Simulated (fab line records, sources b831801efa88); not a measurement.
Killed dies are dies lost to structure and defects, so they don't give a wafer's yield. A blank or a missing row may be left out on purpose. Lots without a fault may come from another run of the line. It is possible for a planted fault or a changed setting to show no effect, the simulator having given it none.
A struck lot beside a sound one    flow sky130    43 out of 708 route steps
Sound: wafers L924.1, L924.5, L924.6. The struck wafers were L929.2, L929.4, L929.5. Last of all comes the cause.
For every step that has rows: the tool of each side, followed by ch and its chambers, followed by its first start. Under that, the readings that differ: sound wafers    struck wafers    difference of the means    sigmas: that difference in standard deviations of wafers without a fault.
alike: readings whose means differ by less than 2 such deviations, and words and numbers that are the same on both sides. not compared: withheld readings, readings that some wafer has no value for, bounds like >300 that may hide the same value, and numbers for which the record gives no deviation and whose values overlap.
Wherever a step has rows on one side only, a row that says differs or no value, or a row with sigmas, the two part there. Numbers that don't overlap but have no deviation are shown without sigmas and don't part them. A reading that every wafer of one side lacks parts them only if that side has two wafers or more.

SKY_GATE_OXIDE_TW_MEAS_14:
  sound: filmMetro-04 at day 14 20:14; struck: filmMetro-03 at day 15 15:17
  alike: GATE_OXIDE_TW
then, 3 steps without rows for these wafers: SKY_GATE_OXIDE_CLEAN_15 (cleans in SC1/SC2, time 150 s); SKY_GATE_OXIDE_OXIDATION_16 (stabilise 600 s, purge 300 s, target thk 3.57 nm); SKY_POLY_GATE_CVD_00 (deposits poly-Si, target thk 180 nm, time 720 s).
SKY_POLY_GATE_THK_MEAS_01:
  sound: filmMetro-04 at day 15 00:13; struck: filmMetro-04 at day 15 18:45
  alike: POLY_GATE_CVD_00_THK
then, 7 steps without rows for these wafers: SKY_RES_PROTECT_DEHYDRATE_00 (time 60 s); SKY_RES_PROTECT_HMDS_01 (prime time 60 s); SKY_RES_PROTECT_COAT_02 (resist thk 1140 nm); SKY_RES_PROTECT_SOFTBAKE_03 (time 60 s); SKY_RES_PROTECT_EXPOSE_04 (exposes mask RPM, target cd 1270 nm); SKY_RES_PROTECT_PEB_05; SKY_RES_PROTECT_DEVELOP_06 (develop time 60 s).
SKY_POLY_GATE_IMPLANT_02:
  sound on implanter-01 ch 0, day 16 02:54; struck on implanter-03 ch 0, day 16 23:58
SKY_RES_PROTECT_STRIP_07: strips in O2/N2.
  sound on plasmaAsher-04 ch 0,1, day 16 03:03; struck on plasmaAsher-04 ch 0,1, day 17 00:06
  alike: drypumpMotorCurrentA, oesProductAu, stripTimeToEndpointS
  not compared: rfHoursCounterH
SKY_RES_PROTECT_TW_MEAS_08:
  sound: filmMetro-01 at day 16 03:09; struck: filmMetro-02 at day 17 00:13
  alike: POLY_GATE_TW
then, 2 steps without rows for these wafers: SKY_RES_PROTECT_CLEAN_09 (cleans in SC1/SC2, time 150 s); SKY_POLY_GATE_CVD_03 (deposits Si3N4 from DCS/NH3, target thk 75 nm, time 1290 s).
SKY_POLY_GATE_THK_MEAS_04:
  sound: filmMetro-02 at day 16 05:57; struck: filmMetro-04 at day 17 01:47
reading                    sound           struck          difference  sigmas
POLY_GATE_CVD_03_THK (nm)  75.2 75.9 75.5  73.8 73.2 73.3  -2.1        -3
then, 8 steps without rows for these wafers: SKY_POLY_GATE_DEHYDRATE_05 (time 60 s); SKY_POLY_GATE_HMDS_06 (prime time 60 s); SKY_POLY_GATE_COAT_07 (resist thk 110 nm); SKY_POLY_GATE_COAT_08 (resist thk 450 nm); SKY_POLY_GATE_SOFTBAKE_09 (time 90 s); SKY_POLY_GATE_EXPOSE_10 (exposes mask P1M, target cd 150 nm); SKY_POLY_GATE_PEB_11; SKY_POLY_GATE_DEVELOP_12 (develop time 60 s).
SKY_POLY_GATE_CD_MEAS_13: the cd target is 150 nm.
  sound: cdSem-02 at day 17 11:33; struck: cdSem-01 at day 18 07:08
  alike: cdNm
SKY_POLY_GATE_OVL_MEAS_14:
  sound: overlay-02 at day 17 11:40; struck: overlay-02 at day 18 07:14
  alike: POLY_GATE_OVL
SKY_POLY_GATE_ETCH_15: etches BARC in N2/H2, stops on SiO2, time 118.5 s, target depth 110 nm.
  sound on rieDiel-03 ch 0,1,2, day 17 11:42; struck on rieDiel-01 ch 0,1,2, day 18 07:16
  alike: drypumpMotorCurrentA, oesProductAu, throttleValvePct
  not compared: rfHoursCounterH
SKY_POLY_GATE_ETCH_16: etches Si3N4 in CH3F/O2, stops on poly-Si, time 147.5 s, target depth 75 nm.
  sound on rieDiel-03 ch 0,1,2, day 17 11:47; struck on rieDiel-01 ch 0,1,2, day 18 07:21
  alike: drypumpMotorCurrentA, oesProductAu, throttleValvePct
  not compared: rfHoursCounterH
SKY_POLY_GATE_ETCH_17: etches poly-Si in HBr/Cl2, stops on SiO2, target depth 180 nm, time 70.5 s.
  sound on rieSi-01 ch 0,3, day 17 11:53; struck on rieSi-02 ch 1,3, day 18 07:27
  alike: drypumpMotorCurrentA, oesProductAu, throttleValvePct
  not compared: rfHoursCounterH
SKY_POLY_GATE_STRIP_18: strips in O2/N2.
  sound on plasmaAsher-01 ch 0,1, day 17 11:56; struck on plasmaAsher-01 ch 1, day 18 07:31
  alike: drypumpMotorCurrentA, oesProductAu, stripTimeToEndpointS
  not compared: rfHoursCounterH
then, 2 steps without rows for these wafers: SKY_POLY_GATE_CLEAN_19 (cleans in SC1/SC2, time 150 s); SKY_POLY_GATE_OXIDATION_20 (stabilise 600 s, purge 300 s, target thk 4 nm).
SKY_POLY_GATE_THK_MEAS_21:
  sound: filmMetro-03 at day 17 13:53; struck: filmMetro-02 at day 18 10:47
  alike: POLY_GATE_OXIDATION_THK
SKY_POLY_GATE_CD_MEAS_22:
  sound: cdSem-02 at day 17 13:56; struck: cdSem-02 at day 18 10:52
  alike: cdNm
then, 6 steps without rows for these wafers: SKY_LDD_N_DEHYDRATE_00 (time 60 s); SKY_LDD_N_HMDS_01 (prime time 60 s); SKY_LDD_N_COAT_02 (resist thk 300 nm); SKY_LDD_N_SOFTBAKE_03 (time 60 s); SKY_LDD_N_EXPOSE_04 (exposes mask NTM, target cd 840 nm); SKY_LDD_N_PEB_05.
-- a jump in the record: the struck wafers' starts before and after are 29 days apart (it breaks off in module LDD_N and resumes in module PAD_OPEN, where the first step shown is number 708 of the route) --
SKY_PAD_OPEN_PROBE_99:
  sound: prober-02 at day 46 14:43; struck: prober-01 at day 47 09:37
reading                                   sound                   struck                difference  sigmas
model.etest.resPoly.rsOhmSqRimLessCentre  -0.3371 -0.1271 -1.512  -2.756 -2.549 -1.846  -1.725      
model.etest.resPoly.rsOhmSqRange          1.474 0.591 1.702       3.046 2.714 2.376     +1.456      
  alike: killed_at_M0_to_M3, killed_at_M4_up, killedAtContacts, killedAtFrontEnd, killedAtOther, killedDies, killedOpen, killedShort

== WHERE THEY PART ==
At SKY_POLY_GATE_THK_MEAS_04 and nowhere else, as far as this record goes. Later steps at which nothing parts them and some readings are alike: SKY_POLY_GATE_CD_MEAS_13, SKY_POLY_GATE_OVL_MEAS_14, SKY_POLY_GATE_ETCH_15, SKY_POLY_GATE_ETCH_16, SKY_POLY_GATE_ETCH_17, SKY_POLY_GATE_STRIP_18, SKY_POLY_GATE_THK_MEAS_21, SKY_POLY_GATE_CD_MEAS_22, SKY_PAD_OPEN_PROBE_99.

WHY: what the simulator had put in
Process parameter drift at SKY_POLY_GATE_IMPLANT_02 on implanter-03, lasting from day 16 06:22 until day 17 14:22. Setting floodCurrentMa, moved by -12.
